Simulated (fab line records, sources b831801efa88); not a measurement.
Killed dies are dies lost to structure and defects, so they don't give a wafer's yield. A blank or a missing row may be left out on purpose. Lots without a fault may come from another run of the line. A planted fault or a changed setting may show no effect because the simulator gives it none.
One fault seen from 2 desks | flow sky130 | each desk has only its own numbers; what lay behind them comes last

THE METROLOGY DESK
What the gauges read, lot by lot, whatever tool the lot ran on: means of the sampled wafers that have a number. A lot is out of limits, marked OUT, if its mean lies more than 4 standard deviations from the usual mean; the brackets give that distance.
Columns: A = VT_ADJUST_HVTP_OVL at SKY_VT_ADJUST_HVTP_OVL_MEAS_08, usual -0.2 nm; B = SONOS_ONO_OXIDATION_THK at SKY_SONOS_ONO_THK_MEAS_01, usual 2.61 nm; C = LDD_P_TW at SKY_LDD_P_TW_MEAS_11, usual 640
lot  | first seen here | A              | B    | C
L556 | day 6 02:17     | 1.1            | 2.60 | 652
L557 | day 6 10:09     | -2.5           | 2.66 | 636
L559 | day 7 02:10     | -1.4           | 2.63 | 640
L560 | day 7 03:45     | 1.4            | 2.64 | 634
L566 | day 8 21:56     | 41.6 (+26) OUT | 2.50 | 636
L567 | day 9 03:43     | 42.6 (+27) OUT | 2.59 | 635
L568 | day 9 08:41     | 46.5 (+29) OUT | 2.57 | 650
L572 | day 10 06:48    | -0.2           | 2.72 | 639
L575 | day 10 22:36    | -2.5           | 2.53 | 633
L576 | day 11 06:38    | -0.6           | 2.64 | 635
L577 | day 11 10:20    | 0.6            | 2.65 | 634
L578 | day 11 15:51    | -0.7           | 2.61 | 635
This desk's finding: out of limits on L566, L567, L568; first on L566, day 8 21:56 (VT_ADJUST_HVTP_OVL at SKY_VT_ADJUST_HVTP_OVL_MEAS_08). In limits: L556, L557, L559, L560, L572, L575, L576, L577, L578.

THE TOOL OWNER'S DESK: iline_stepper-02
The tool's own readings at SKY_VT_ADJUST_HVTP_EXPOSE_04 (exposes mask HVTPM, target cd 380 nm): means of the sampled wafers that have a number, for each lot that ran on this tool. A lot is out of limits, marked OUT, if its mean lies more than 4 standard deviations from the usual mean; the brackets give that distance.
Columns: A = stage_vel_mm_s at SKY_VT_ADJUST_HVTP_EXPOSE_04, usual 500.00 mm/s
lot  | first seen here | A
L556 | day 5 17:23     | 499.82
L557 | day 6 00:37     | 500.09
L566 | day 8 11:56     | 500.18
L567 | day 8 17:12     | 499.97
L568 | day 8 22:06     | 499.92
This desk's finding: nothing out of limits on any of the 5 lots.

PUT TOGETHER
The metrology desk could have raised an alarm at day 8 21:56, on L566, L567, L568.
The tool owner's desk saw nothing out of limits.
The tool owner's desk has L566, L567, L568 on record, within its limits.
Of the lots named, all ran SKY_VT_ADJUST_HVTP_EXPOSE_04 on iline_stepper-02.

WHAT THE SIMULATOR HAD PUT IN
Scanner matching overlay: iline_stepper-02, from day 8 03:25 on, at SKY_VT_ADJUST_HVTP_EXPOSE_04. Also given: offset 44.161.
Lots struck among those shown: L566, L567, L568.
Hours from the fault's start to each desk's first reading out of limits: the metrology desk, 19.
